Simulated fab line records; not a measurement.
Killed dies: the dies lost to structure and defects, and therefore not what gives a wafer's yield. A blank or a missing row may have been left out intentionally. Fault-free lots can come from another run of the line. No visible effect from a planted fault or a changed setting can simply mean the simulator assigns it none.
What tool caused it? / flow sfqLine / 41 wafers from 14 lots sampled at 4 of the route's 325 steps

## WHAT THE GAUGES READ, wafer by wafer
SFQ_I6_OVL_MEAS_942. Usual: I6_OVL typically reads -2 nm, with standard deviation 5.3.
lot=L893; measured=day 72 02:24; on=overlay-01; I6_OVL (nm)=-6 -3 -5; flag=
lot=L895; measured=day 76 02:35; on=overlay-01; I6_OVL (nm)=6 6 3; flag=
lot=L896; measured=day 76 08:21; on=overlay-02; I6_OVL (nm)=-3 0 0; flag=
lot=L897; measured=day 76 11:02; on=overlay-02; I6_OVL (nm)=7 4 4; flag=
lot=L898; measured=day 76 15:50; on=overlay-02; I6_OVL (nm)=-2 -7 -7; flag=
lot=L899; measured=day 76 18:13; on=overlay-02; I6_OVL (nm)=-2 -1 5; flag=
lot=L900; measured=day 76 19:25; on=overlay-02; I6_OVL (nm)=4 1 3; flag=
lot=L902; measured=day 80 19:22; on=overlay-02; I6_OVL (nm)=-5 -1 -8; flag=
lot=L905; measured=day 81 07:30; on=overlay-01; I6_OVL (nm)=-3 -8; flag=
lot=L908; measured=day 82 02:49; on=overlay-02; I6_OVL (nm)=-7 -10 -4; flag=
lot=L913; measured=day 85 07:13; on=overlay-02; I6_OVL (nm)=1 1 -5; flag=
lot=L914; measured=day 85 16:50; on=overlay-01; I6_OVL (nm)=6 3 5; flag=
lot=L915; measured=day 85 20:26; on=overlay-02; I6_OVL (nm)=-9 -9 -11; flag=
lot=L916; measured=day 86 06:15; on=overlay-02; I6_OVL (nm)=-5 -3 -6; flag=

## WHAT TOOL EACH LOT RAN ON (gives the tool, then ch and the chambers of the sampled wafers, and finally the start)
lot=L893; SFQ_TRILAYER_I0_VIA_BARC_OPEN_VIA_ETCH_046=rieDiel-03 ch 0,3, day 9 23:40; SFQ_TRILAYER_M5_BARC_OPEN_METAL_ETCH_161=rieMetal-02 ch 0,1, day 60 12:53; SFQ_TRILAYER_R5_BARC_OPEN_METAL_ETCH_177=rieMetal-04 ch 0,1, day 60 20:53
lot=L895; SFQ_TRILAYER_I0_VIA_BARC_OPEN_VIA_ETCH_046=rieDiel-03 ch 1,3, day 10 04:28; SFQ_TRILAYER_M5_BARC_OPEN_METAL_ETCH_161=rieMetal-02 ch 1, day 60 16:29; SFQ_TRILAYER_R5_BARC_OPEN_METAL_ETCH_177=rieMetal-02 ch 0,1, day 61 01:01
lot=L896; SFQ_TRILAYER_I0_VIA_BARC_OPEN_VIA_ETCH_046=rieDiel-01 ch 2,3, day 10 08:04; SFQ_TRILAYER_M5_BARC_OPEN_METAL_ETCH_161=rieMetal-01 ch 0,1, day 60 20:07; SFQ_TRILAYER_R5_BARC_OPEN_METAL_ETCH_177=rieMetal-03 ch 0,1, day 61 05:11
lot=L897; SFQ_TRILAYER_I0_VIA_BARC_OPEN_VIA_ETCH_046=rieDiel-01 ch 0,3, day 10 11:40; SFQ_TRILAYER_M5_BARC_OPEN_METAL_ETCH_161=rieMetal-02 ch 0,1, day 60 22:31; SFQ_TRILAYER_R5_BARC_OPEN_METAL_ETCH_177=rieMetal-02 ch 0,1, day 61 06:23
lot=L898; SFQ_TRILAYER_I0_VIA_BARC_OPEN_VIA_ETCH_046=rieDiel-03 ch 1,2, day 10 18:07; SFQ_TRILAYER_M5_BARC_OPEN_METAL_ETCH_161=rieMetal-03 ch 0,1, day 61 02:07; SFQ_TRILAYER_R5_BARC_OPEN_METAL_ETCH_177=rieMetal-04 ch 0,1, day 66 10:58
lot=L899; SFQ_TRILAYER_I0_VIA_BARC_OPEN_VIA_ETCH_046=rieDiel-02 ch 1,2,3, day 11 01:19; SFQ_TRILAYER_M5_BARC_OPEN_METAL_ETCH_161=rieMetal-02 ch 0,1, day 61 04:29; SFQ_TRILAYER_R5_BARC_OPEN_METAL_ETCH_177=rieMetal-03 ch 0,1, day 66 13:21
lot=L900; SFQ_TRILAYER_I0_VIA_BARC_OPEN_VIA_ETCH_046=rieDiel-01 ch 1,2, day 11 06:07; SFQ_TRILAYER_M5_BARC_OPEN_METAL_ETCH_161=rieMetal-01 ch 0,1, day 61 07:34; SFQ_TRILAYER_R5_BARC_OPEN_METAL_ETCH_177=rieMetal-02 ch 0,1, day 66 15:45
lot=L902; SFQ_TRILAYER_I0_VIA_BARC_OPEN_VIA_ETCH_046=rieDiel-02 ch 0,1,2, day 11 20:31; SFQ_TRILAYER_M5_BARC_OPEN_METAL_ETCH_161=rieMetal-03 ch 0,1, day 61 14:46; SFQ_TRILAYER_R5_BARC_OPEN_METAL_ETCH_177=rieMetal-03 ch 0, day 66 21:45
lot=L905; SFQ_TRILAYER_I0_VIA_BARC_OPEN_VIA_ETCH_046=rieDiel-03 ch 0,1, day 12 10:28; SFQ_TRILAYER_M5_BARC_OPEN_METAL_ETCH_161=rieMetal-01 ch 1, day 61 21:59; SFQ_TRILAYER_R5_BARC_OPEN_METAL_ETCH_177=rieMetal-02 ch 0, day 67 03:46
lot=L908; SFQ_TRILAYER_I0_VIA_BARC_OPEN_VIA_ETCH_046=rieDiel-01 ch 0,3, day 13 16:34; SFQ_TRILAYER_M5_BARC_OPEN_METAL_ETCH_161=rieMetal-03 ch 0,1, day 62 06:22; SFQ_TRILAYER_R5_BARC_OPEN_METAL_ETCH_177=rieMetal-02 ch 0,1, day 67 10:57
lot=L913; SFQ_TRILAYER_I0_VIA_BARC_OPEN_VIA_ETCH_046=rieDiel-02 ch 0,3, day 14 16:28; SFQ_TRILAYER_M5_BARC_OPEN_METAL_ETCH_161=rieMetal-02 ch 0,1, day 67 07:21; SFQ_TRILAYER_R5_BARC_OPEN_METAL_ETCH_177=rieMetal-03 ch 0,1, day 72 11:04
lot=L914; SFQ_TRILAYER_I0_VIA_BARC_OPEN_VIA_ETCH_046=rieDiel-01 ch 0,2, day 15 02:04; SFQ_TRILAYER_M5_BARC_OPEN_METAL_ETCH_161=rieMetal-02 ch 0, day 67 21:53; SFQ_TRILAYER_R5_BARC_OPEN_METAL_ETCH_177=rieMetal-03 ch 0,1, day 73 00:16
lot=L915; SFQ_TRILAYER_I0_VIA_BARC_OPEN_VIA_ETCH_046=rieDiel-01 ch 1,3, day 15 10:34; SFQ_TRILAYER_M5_BARC_OPEN_METAL_ETCH_161=rieMetal-03 ch 0,1, day 68 02:42; SFQ_TRILAYER_R5_BARC_OPEN_METAL_ETCH_177=rieMetal-03 ch 0,1, day 73 02:41
lot=L916; SFQ_TRILAYER_I0_VIA_BARC_OPEN_VIA_ETCH_046=rieDiel-01 ch 1,2, day 15 18:46; SFQ_TRILAYER_M5_BARC_OPEN_METAL_ETCH_161=rieMetal-01 ch 0,1, day 68 10:00; SFQ_TRILAYER_R5_BARC_OPEN_METAL_ETCH_177=rieMetal-04 ch 0,1, day 73 08:40
- SFQ_TRILAYER_I0_VIA_BARC_OPEN_VIA_ETCH_046: etches BARC in O2, target depth 125 nm, time 41.7 s.
- SFQ_TRILAYER_M5_BARC_OPEN_METAL_ETCH_161: etches BARC in O2, target depth 125 nm, time 41.7 s.
- SFQ_TRILAYER_R5_BARC_OPEN_METAL_ETCH_177: etches BARC in O2, target depth 125 nm, time 41.7 s.

## AS READ BY THE TOOLS THEMSELVES (means over the sampled wafers that have a number; for cases with no such wafer, the mark the record gives instead)
SFQ_TRILAYER_I0_VIA_BARC_OPEN_VIA_ETCH_046. Usual: drypumpMotorCurrentA 5.9 A, standard deviation 0.43; oesProductAu 0.685 a.u., standard deviation 0.0052; runLengthS 70.1 s, standard deviation 0.39.
lot=L893; tool=rieDiel-03; drypumpMotorCurrentA (A)=5.4; oesProductAu (a.u.)=0.686; runLengthS (s)=70.2; flag=
lot=L895; tool=rieDiel-03; drypumpMotorCurrentA (A)=6.2; oesProductAu (a.u.)=0.686; runLengthS (s)=70.4; flag=
lot=L896; tool=rieDiel-01; drypumpMotorCurrentA (A)=6.2; oesProductAu (a.u.)=0.686; runLengthS (s)=70.0; flag=
lot=L897; tool=rieDiel-01; drypumpMotorCurrentA (A)=6.3; oesProductAu (a.u.)=0.678; runLengthS (s)=69.6; flag=
lot=L898; tool=rieDiel-03; drypumpMotorCurrentA (A)=6.1; oesProductAu (a.u.)=0.687; runLengthS (s)=70.2; flag=
lot=L899; tool=rieDiel-02; drypumpMotorCurrentA (A)=5.7; oesProductAu (a.u.)=0.688; runLengthS (s)=70.0; flag=
lot=L900; tool=rieDiel-01; drypumpMotorCurrentA (A)=5.7; oesProductAu (a.u.)=0.687; runLengthS (s)=69.9; flag=
lot=L902; tool=rieDiel-02; drypumpMotorCurrentA (A)=5.8; oesProductAu (a.u.)=0.689; runLengthS (s)=70.3; flag=
lot=L905; tool=rieDiel-03; drypumpMotorCurrentA (A)=5.9; oesProductAu (a.u.)=0.686; runLengthS (s)=70.2; flag=
lot=L908; tool=rieDiel-01; drypumpMotorCurrentA (A)=6.0; oesProductAu (a.u.)=0.681; runLengthS (s)=70.1; flag=
lot=L913; tool=rieDiel-02; drypumpMotorCurrentA (A)=5.6; oesProductAu (a.u.)=0.689; runLengthS (s)=69.6; flag=
lot=L914; tool=rieDiel-01; drypumpMotorCurrentA (A)=5.7; oesProductAu (a.u.)=0.684; runLengthS (s)=70.4; flag=
lot=L915; tool=rieDiel-01; drypumpMotorCurrentA (A)=6.2; oesProductAu (a.u.)=0.686; runLengthS (s)=69.9; flag=
lot=L916; tool=rieDiel-01; drypumpMotorCurrentA (A)=5.5; oesProductAu (a.u.)=0.680; runLengthS (s)=69.8; flag=

SFQ_TRILAYER_M5_BARC_OPEN_METAL_ETCH_161. Usual: drypumpMotorCurrentA 5.8 A, standard deviation 0.34; oesProductAu 0.685 a.u., standard deviation 0.0046; runLengthS 70.1 s, standard deviation 0.43.
lot=L893; tool=rieMetal-02; drypumpMotorCurrentA (A)=6.0; oesProductAu (a.u.)=0.689; runLengthS (s)=70.0; flag=
lot=L895; tool=rieMetal-02; drypumpMotorCurrentA (A)=6.3; oesProductAu (a.u.)=0.687; runLengthS (s)=70.4; flag=
lot=L896; tool=rieMetal-01; drypumpMotorCurrentA (A)=5.4; oesProductAu (a.u.)=0.690; runLengthS (s)=69.8; flag=
lot=L897; tool=rieMetal-02; drypumpMotorCurrentA (A)=6.0; oesProductAu (a.u.)=0.688; runLengthS (s)=70.3; flag=
lot=L898; tool=rieMetal-03; drypumpMotorCurrentA (A)=5.8; oesProductAu (a.u.)=0.681; runLengthS (s)=70.2; flag=
lot=L899; tool=rieMetal-02; drypumpMotorCurrentA (A)=6.0; oesProductAu (a.u.)=0.682; runLengthS (s)=70.0; flag=
lot=L900; tool=rieMetal-01; drypumpMotorCurrentA (A)=5.5; oesProductAu (a.u.)=0.681; runLengthS (s)=70.0; flag=
lot=L902; tool=rieMetal-03; drypumpMotorCurrentA (A)=5.8; oesProductAu (a.u.)=0.690; runLengthS (s)=70.2; flag=
lot=L905; tool=rieMetal-01; drypumpMotorCurrentA (A)=5.4; oesProductAu (a.u.)=0.680; runLengthS (s)=70.2; flag=
lot=L908; tool=rieMetal-03; drypumpMotorCurrentA (A)=5.8; oesProductAu (a.u.)=0.685; runLengthS (s)=70.3; flag=
lot=L913; tool=rieMetal-02; drypumpMotorCurrentA (A)=6.0; oesProductAu (a.u.)=0.685; runLengthS (s)=70.2; flag=
lot=L914; tool=rieMetal-02; drypumpMotorCurrentA (A)=5.5; oesProductAu (a.u.)=0.685; runLengthS (s)=69.6; flag=
lot=L915; tool=rieMetal-03; drypumpMotorCurrentA (A)=5.9; oesProductAu (a.u.)=0.689; runLengthS (s)=70.7; flag=
lot=L916; tool=rieMetal-01; drypumpMotorCurrentA (A)=5.5; oesProductAu (a.u.)=0.690; runLengthS (s)=69.4; flag=

SFQ_TRILAYER_R5_BARC_OPEN_METAL_ETCH_177. Usual: drypumpMotorCurrentA 5.89 A, standard deviation 0.27; oesProductAu 0.685 a.u., standard deviation 0.0048; runLengthS 70.1 s, standard deviation 0.47.
lot=L893; tool=rieMetal-04; drypumpMotorCurrentA (A)=6.05; oesProductAu (a.u.)=0.685; runLengthS (s)=70.0; flag=
lot=L895; tool=rieMetal-02; drypumpMotorCurrentA (A)=6.02; oesProductAu (a.u.)=0.690; runLengthS (s)=70.1; flag=
lot=L896; tool=rieMetal-03; drypumpMotorCurrentA (A)=5.79; oesProductAu (a.u.)=0.682; runLengthS (s)=70.2; flag=
lot=L897; tool=rieMetal-02; drypumpMotorCurrentA (A)=6.03; oesProductAu (a.u.)=0.683; runLengthS (s)=70.0; flag=
lot=L898; tool=rieMetal-04; drypumpMotorCurrentA (A)=6.03; oesProductAu (a.u.)=0.687; runLengthS (s)=70.4; flag=
lot=L899; tool=rieMetal-03; drypumpMotorCurrentA (A)=5.80; oesProductAu (a.u.)=0.681; runLengthS (s)=70.2; flag=
lot=L900; tool=rieMetal-02; drypumpMotorCurrentA (A)=5.75; oesProductAu (a.u.)=0.688; runLengthS (s)=69.9; flag=
lot=L902; tool=rieMetal-03; drypumpMotorCurrentA (A)=5.87; oesProductAu (a.u.)=0.681; runLengthS (s)=70.8; flag=
lot=L905; tool=rieMetal-02; drypumpMotorCurrentA (A)=5.47; oesProductAu (a.u.)=0.577; runLengthS (s)=93.1; flag=OFF
lot=L908; tool=rieMetal-02; drypumpMotorCurrentA (A)=6.04; oesProductAu (a.u.)=0.578; runLengthS (s)=93.3; flag=OFF
lot=L913; tool=rieMetal-03; drypumpMotorCurrentA (A)=5.81; oesProductAu (a.u.)=0.683; runLengthS (s)=70.3; flag=
lot=L914; tool=rieMetal-03; drypumpMotorCurrentA (A)=5.84; oesProductAu (a.u.)=0.685; runLengthS (s)=70.5; flag=
lot=L915; tool=rieMetal-03; drypumpMotorCurrentA (A)=5.80; oesProductAu (a.u.)=0.684; runLengthS (s)=70.2; flag=
lot=L916; tool=rieMetal-04; drypumpMotorCurrentA (A)=5.92; oesProductAu (a.u.)=0.693; runLengthS (s)=69.9; flag=

## THE ANSWER, worked out from the rows above alone
Rule: take the mean of a lot's wafers that have a number; if it is more than 3 standard deviations from the usual mean, the lot is off. A lot without any number at a reading at which 4 lots or more have one is off too. All remaining lots with rows at the step are treated as sound. After the gauges, taken in route order, come the tools' own readings; for these a lot's mean is taken, as printed above. At the first step where some lot is off, the reading lying furthest off is the one used; lots without a number count as furthest.
Off at SFQ_TRILAYER_R5_BARC_OPEN_METAL_ETCH_177 (runLengthS): L905, L908.
If a tool, at that step or one of the process steps before it, ran each lot that is off and ran no sound lot following the first of them, it fits. One fits: SFQ_TRILAYER_R5_BARC_OPEN_METAL_ETCH_177 on rieMetal-02. Its last sound lot is L900 (day 66 15:45), its first lot that is off L905 (day 67 03:46): a fault that began between those two fits.
The tool's own readings at SFQ_TRILAYER_R5_BARC_OPEN_METAL_ETCH_177 bear it out: on the lots that are off they differ by more than 5 times the standard deviation of the sound lots' means. oesProductAu reads 0.577 a.u. there against 0.685 a.u. on the sound lots; runLengthS reads 93.2 s there against 70.2 s on the sound lots.

## WHAT HAD BEEN PUT IN BY THE SIMULATOR
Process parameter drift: rieMetal-02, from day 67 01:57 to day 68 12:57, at SFQ_TRILAYER_R5_BARC_OPEN_METAL_ETCH_177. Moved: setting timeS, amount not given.
Lots struck among those shown: L905, L908. Same finding as the rule above.
